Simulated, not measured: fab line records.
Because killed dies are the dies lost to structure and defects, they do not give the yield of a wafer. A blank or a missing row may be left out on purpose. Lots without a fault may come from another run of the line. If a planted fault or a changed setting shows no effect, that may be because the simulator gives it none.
fab line records	flow sfq_line
record lots=7	wafers=21	last_day=85
route steps=325 shown JJ@193 M5@198
lots untouched by any fault: they come from a run of this same line in which no faults occurred
start_h: hours from the record's opening day to when the first of the lot's shown wafers began	wait_h: hours since the lot's step before	" the same as in the row above	L1.1+2: a single row standing in for several wafers	- no value, or no start given	* or withheld: withheld	< > ~ a bound
route shown NAME@n: a module of which the file shows steps, and the number in the route of the first	usual: mean/standard deviation taken from wafers without a fault	same: alike in all rows	chamber/n: place in a boat	sites: per-site readings	_std_site: standard deviation of those values	_edge_site: the outer-site mean with the inner-site mean subtracted	radius_mm: for every site, how far away it sits from the centre of the wafer	mask NAME#n: copy n	behind: tool/chamber where the wafer was last shaped	hold: cause of the lot's hold/its duration in hours/its outcome	device: names the non-switching transistor (n, p or np)	end of line: at the end of the route, the tests of the same wafers	a step without rows: its recipe alone	killed: not the wafer's yield, but the dies lost to structure and defects at the first sort	map: per-die view of a wafer (x killed, . not killed, _ where there is no die)
set.NAME: the setting as run; set.NAME@STEP: as run at that earlier step	model.NAME: the simulator's own value behind a step, which no gauge read
lots at some steps of the route; a table a step, a row a wafer
services: from which hour (start_h, from the record's first day; less than 0 if before it) a tool's chamber was out of use, for how many hours, and why
## steps
# step SFQ_TRILAYER_JJ_CE_BARC_OPEN_RIE_150
# recipe mask_material=PR	chemistry=O2	target_depth_nm=240	target=BARC	icp_w=600	bias_w=80	pressure_mtorr=10	time_s=80
# usual chamber_pressure_mTorr=10.000/0.0081	drypump_motor_current_A=6.0/0.42	oes_product_au=0.538/0.0049
# same time_s=80
lot.wafer	tool	chamber	start_h	wait_h	chamber_pressure_mTorr	drypump_motor_current_A	oes_product_au	rf_hours_counter_h
L632.2	rie_metal-03	1	1255.36	0.8	10.006	6.6	0.529	95
L632.3	"	1	"	"	9.987	6.5	0.541	-
L632.5	"	1	"	"	10.010	6.6	0.545	-
L638.1	rie_metal-03	1	1314.06	1.0	10.002	6.6	0.541	103
L638.4	"	1	"	"	10.006	6.6	0.534	-
L638.6	"	1	"	"	10.000	6.6	0.537	-
L640.1	rie_metal-03	1	1321.26	1.0	10.004	6.6	0.537	104
L640.3	"	1	"	"	9.997	6.6	0.535	-
L640.5	"	0	"	"	10.010	6.2	0.533	-
L642.1	rie_metal-04	1	1326.06	1.0	10.000	5.5	0.541	45
L642.3	"	1	"	"	10.010	5.6	0.536	-
L642.5	"	0	"	"	9.984	5.7	0.545	-
L644.1	rie_metal-04	0	1333.26	1.0	9.999	5.7	0.540	1
L644.2	"	1	"	"	10.008	5.5	0.536	46
L644.5	"	1	"	"	10.004	5.5	0.535	-
L645.3	rie_metal-02	0	1338.09	0.6	9.995	5.4	0.531	-
L645.4	"	1	"	"	10.006	6.2	0.546	-
L645.6	"	0	"	"	10.006	5.4	0.542	-
L647.1	rie_metal-02	1	1352.26	1.0	10.007	6.2	0.535	97
L647.3	"	0	"	"	10.003	5.4	0.550	-
L647.6	"	1	"	"	10.003	6.2	0.550	-
# step SFQ_TRILAYER_JJ_CE_ETCH_RIE_118
# recipe target=Nb	stop_on=Al2O3	mask_material=PR	taper_deg=13.257	over_etch_frac=0.15	time_s=97.7	chemistry=SF6	target_depth_nm=170	icp_w=600	bias_w=80	pressure_mtorr=10
# usual chamber_pressure_mTorr=10.000/0.0093	drypump_motor_current_A=6.0/0.42	oes_product_au=0.989/0.0091
# same time_s=97.7
lot.wafer	tool	chamber	start_h	wait_h	chamber_pressure_mTorr	drypump_motor_current_A	oes_product_au	rf_hours_counter_h
L632.2	rie_metal-03	1	1255.45	0.1	10.001	6.6	0.988	95
L632.3	"	1	"	"	9.993	6.6	0.971	-
L632.5	"	1	"	"	10.012	6.6	0.988	-
L638.1	rie_metal-03	1	1314.15	0.1	9.980	6.6	0.985	103
L638.4	"	1	"	"	9.980	6.6	0.981	-
L638.6	"	1	"	"	10.006	6.6	0.978	-
L640.1	rie_metal-03	1	1321.35	0.1	9.999	6.6	0.981	104
L640.3	"	1	"	"	10.008	6.5	0.977	-
L640.5	"	0	"	"	10.001	6.2	0.986	-
L642.1	rie_metal-04	1	1326.15	0.1	9.993	5.6	0.992	45
L642.3	"	1	"	"	10.003	5.5	0.993	-
L642.5	"	0	"	"	10.001	5.7	0.977	-
L644.1	rie_metal-04	0	1333.35	0.1	10.006	5.7	0.978	1
L644.2	"	1	"	"	10.000	5.5	0.988	46
L644.5	"	1	"	"	9.997	5.6	0.990	-
L645.3	rie_metal-02	0	1338.19	0.1	9.990	5.4	1.004	-
L645.4	"	1	"	"	9.993	6.2	0.993	-
L645.6	"	0	"	"	9.995	5.4	0.993	-
L647.1	rie_metal-02	1	1352.35	0.1	9.997	6.2	0.999	97
L647.3	"	0	"	"	10.008	5.4	0.985	-
L647.6	"	1	"	"	10.002	6.2	1.002	-
# step SFQ_TRILAYER_JJ_ANODIZE_ANODIZE_119
# recipe current_density_ma_cm2=withheld	end_current_density_ma_cm2=withheld	bath_temp_c=withheld
# step SFQ_TRILAYER_JJ_CE_STRIP_STRIP_120
# recipe gas=O2	power_w=200	platen_temp_c=40	overash_fraction=0.65	chemistry=O2	pressure_mtorr=50
# usual chamber_pressure_mTorr=49.99/0.049	drypump_motor_current_A=6.0/0.42	oes_product_au=1.006/0.012
lot.wafer	tool	chamber	start_h	wait_h	chamber_pressure_mTorr	drypump_motor_current_A	oes_product_au	rf_hours_counter_h
L632.2	rie_metal-03	1	1256.06	0.0	49.95	6.5	0.996	95
L632.3	"	1	"	"	49.91	6.6	0.996	-
L632.5	"	0	"	"	50.00	6.2	1.019	-
L638.1	rie_metal-04	1	1314.76	0.0	50.01	5.5	0.997	43
L638.4	"	1	"	"	50.12	5.5	0.988	-
L638.6	"	1	"	"	50.09	5.5	1.007	-
L640.1	rie_metal-03	1	1321.96	0.0	50.03	6.6	0.977	104
L640.3	"	0	"	"	49.96	6.2	0.996	-
L640.5	"	0	"	"	49.97	6.2	0.985	-
L642.1	rie_metal-03	0	1326.76	0.0	49.90	6.2	0.996	18
L642.3	"	1	"	"	50.02	6.6	1.005	-
L642.5	"	0	"	"	50.01	6.2	1.004	-
L644.1	rie_metal-04	1	1333.96	0.0	50.00	5.5	1.001	46
L644.2	"	0	"	"	50.01	5.7	0.983	1
L644.5	"	0	"	"	49.93	5.7	0.993	-
L645.3	rie_metal-02	1	1338.96	0.2	50.00	6.2	1.025	-
L645.4	"	0	"	"	50.01	5.4	1.007	-
L645.6	"	1	"	"	49.94	6.2	1.026	-
L647.1	rie_metal-02	1	1352.96	0.0	49.88	6.2	1.007	97
L647.3	"	0	"	"	50.07	5.4	0.999	-
L647.6	"	0	"	"	49.96	5.4	0.990	-
# step SFQ_TRILAYER_JJ_CE_STRIP_SOLV_CLEAN_121
# recipe chemistry=NMP	temp_c=70	time_s=600
# step SFQ_TRILAYER_M5_LITHO_COAT_128
# recipe resist=BARC	spin_rpm=3000	resist_thk_nm=62
# step SFQ_TRILAYER_M5_LITHO_COAT_123
# recipe resist=KrF	spin_rpm=3000	resist_thk_nm=600
# step SFQ_TRILAYER_M5_LITHO_SOFTBAKE_127
# recipe temp_c=withheld	time_s=withheld	resist=KrF
# step SFQ_TRILAYER_M5_LITHO_EXPOSE_124
# recipe mask_id=M5	na=0.6	source_shape=conventional	sigma_outer=0.65	target_cd_nm=700	dose_mj=14.4
# step SFQ_TRILAYER_M5_LITHO_PEB_126
# recipe peb_temp_c=115	peb_time_s=60	resist=KrF
# step SFQ_TRILAYER_M5_LITHO_DEVELOP_125
# recipe time_s=60	resist=KrF
# step SFQ_M5_OVL_MEAS_932
# usual M5_OVL=-3/7.1
lot.wafer	tool	chamber	start_h	wait_h	M5_OVL[nm]
L632.2	overlay-02	-	1265.28	0.1	-18
L632.3	"	-	"	"	-20
L632.5	"	-	"	"	-19
L638.1	overlay-02	-	1447.15	0.1	-10
L638.4	"	-	"	"	-10
L638.6	"	-	"	"	-4
L640.1	overlay-01	-	1451.95	0.1	2
L640.3	"	-	"	"	0
L640.5	"	-	"	"	4
L642.1	overlay-01	-	1455.98	0.1	4
L642.3	"	-	"	"	2
L642.5	"	-	"	"	1
L644.1	overlay-01	-	1460.78	0.1	-4
L644.2	"	-	"	"	-5
L644.5	"	-	"	"	-6
L645.3	overlay-01	-	1465.59	0.1	0
L645.4	"	-	"	"	-9
L645.6	"	-	"	"	-6
L647.1	overlay-02	-	1476.38	0.1	-1
L647.3	"	-	"	"	-2
L647.6	"	-	"	"	-4
# step SFQ_TRILAYER_M5_BARC_OPEN_METAL_ETCH_161
# recipe mask_material=PR	chemistry=O2	target_depth_nm=125	target=BARC	icp_w=600	bias_w=80	pressure_mtorr=10	time_s=41.7
# usual chamber_pressure_mTorr=10.000/0.0076	drypump_motor_current_A=5.8/0.42	oes_product_au=0.685/0.0043
# same time_s=41.7
lot.wafer	tool	chamber	start_h	wait_h	chamber_pressure_mTorr	drypump_motor_current_A	oes_product_au	rf_hours_counter_h
L632.2	rie_metal-04	0	1265.31	0.0	10.003	5.7	0.687	120
L632.3	"	0	"	"	10.001	5.7	0.689	-
L632.5	"	1	"	"	10.004	5.6	0.687	-
L638.1	rie_metal-01	0	1447.19	0.0	9.999	5.6	0.682	19
L638.4	"	1	"	"	9.992	5.3	0.681	-
L638.6	"	1	"	"	10.001	5.3	0.677	-
L640.1	rie_metal-04	0	1451.99	0.0	12.004	5.7	0.683	19
L640.3	"	0	"	"	11.990	5.7	0.683	-
L640.5	"	0	"	"	11.989	5.7	0.683	-
L642.1	rie_metal-04	0	1456.01	0.0	11.994	5.7	0.685	20
L642.3	"	0	"	"	11.996	5.7	0.688	-
L642.5	"	0	"	"	12.011	5.7	0.678	-
L644.1	rie_metal-04	0	1460.81	0.0	11.997	5.7	0.690	21
L644.2	"	1	"	"	12.000	5.5	0.689	53
L644.5	"	0	"	"	12.010	5.7	0.692	-
L645.3	rie_metal-03	0	1465.63	0.0	9.993	6.2	0.679	-
L645.4	"	1	"	"	10.005	6.6	0.682	-
L645.6	"	1	"	"	10.012	6.6	0.689	-
L647.1	rie_metal-01	0	1476.41	0.0	9.996	5.6	0.679	24
L647.3	"	1	"	"	10.003	5.3	0.681	-
L647.6	"	0	"	"	9.994	5.6	0.686	-
# step SFQ_TRILAYER_M5_ETCH_METAL_ETCH_126
# recipe target=Nb	stop_on=SiO2	mask_material=PR	over_etch_frac=0.15	time_s=203.2	chemistry=Cl2/BCl3	target_depth_nm=265	icp_w=600	bias_w=80	pressure_mtorr=10
# usual chamber_pressure_mTorr=10.000/0.0089	drypump_motor_current_A=5.8/0.42	oes_product_au=0.729/0.0069
# same time_s=203.2
lot.wafer	tool	chamber	start_h	wait_h	chamber_pressure_mTorr	drypump_motor_current_A	oes_product_au	rf_hours_counter_h
L632.2	rie_metal-04	0	1265.37	0.0	10.000	5.7	0.730	120
L632.3	"	0	"	"	10.009	5.7	0.735	-
L632.5	"	1	"	"	9.995	5.5	0.741	-
L638.1	rie_metal-01	0	1447.25	0.0	9.983	5.6	0.736	19
L638.4	"	1	"	"	9.984	5.3	0.724	-
L638.6	"	1	"	"	10.009	5.3	0.723	-
L640.1	rie_metal-04	0	1452.11	0.1	10.002	5.7	0.722	19
L640.3	"	0	"	"	10.006	5.7	0.721	-
L640.5	"	0	"	"	10.006	5.7	0.721	-
L642.1	rie_metal-04	0	1456.13	0.1	9.994	5.7	0.729	20
L642.3	"	0	"	"	9.999	5.7	0.735	-
L642.5	"	0	"	"	9.998	5.7	0.734	-
L644.1	rie_metal-04	0	1460.87	0.0	10.002	5.7	0.731	22
L644.2	"	1	"	"	10.010	5.5	0.729	53
L644.5	"	0	"	"	9.990	5.7	0.732	-
L645.3	rie_metal-03	0	1465.74	0.1	9.991	6.2	0.738	-
L645.4	"	1	"	"	9.986	6.5	0.727	-
L645.6	"	1	"	"	9.997	6.6	0.722	-
L647.1	rie_metal-01	0	1476.47	0.0	10.011	5.6	0.727	24
L647.3	"	1	"	"	10.003	5.3	0.730	-
L647.6	"	0	"	"	9.997	5.6	0.728	-
## services
tool	chamber	start_h	hours	kind
rie_metal-01	0	1309.94	-	clean
rie_metal-01	0	1309.94	-	consumable_replace:focus_ring
rie_metal-01	0	1309.94	18.7	scheduled_down
rie_metal-01	0	1309.94	18.7	vent_cycle
rie_metal-04	0	1311.76	-	clean
rie_metal-04	0	1311.76	-	consumable_replace:focus_ring
rie_metal-04	0	1311.76	12.6	scheduled_down
rie_metal-04	0	1311.76	12.6	vent_cycle
rie_metal-03	0	1335.98	4.6	repair
rie_metal-04	-	1338.10	15.6	pm
rie_metal-01	1	1386.96	23.0	repair
rie_metal-03	-	1406.32	1.4	pm
rie_metal-04	1	1412.25	45.4	repair
rie_metal-01	-	1466.96	1.0	repair
## key
first_sign step=SFQ_TRILAYER_M5_BARC_OPEN_METAL_ETCH_161	reading=chamber_pressure_mTorr	direction=up	sigmas=99+	usual=10.000	struck=11.999
effect none on later readings
met_at SFQ_TRILAYER_M5_BARC_OPEN_METAL_ETCH_161
struck_wafers L640.1,L640.3,L640.5,L642.1,L642.3,L642.5,L644.1,L644.2,L644.5
onset_between 1265.31 1451.99
fault kind=process_parameter_drift	tool=rie_metal-04	chamber=-	onset_h=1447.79	steps=SFQ_TRILAYER_M5_BARC_OPEN_METAL_ETCH_161	channel=pressure_mtorr	offset=2	shape=step	end_h=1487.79	acts_in=these_recipes_only	stated=10
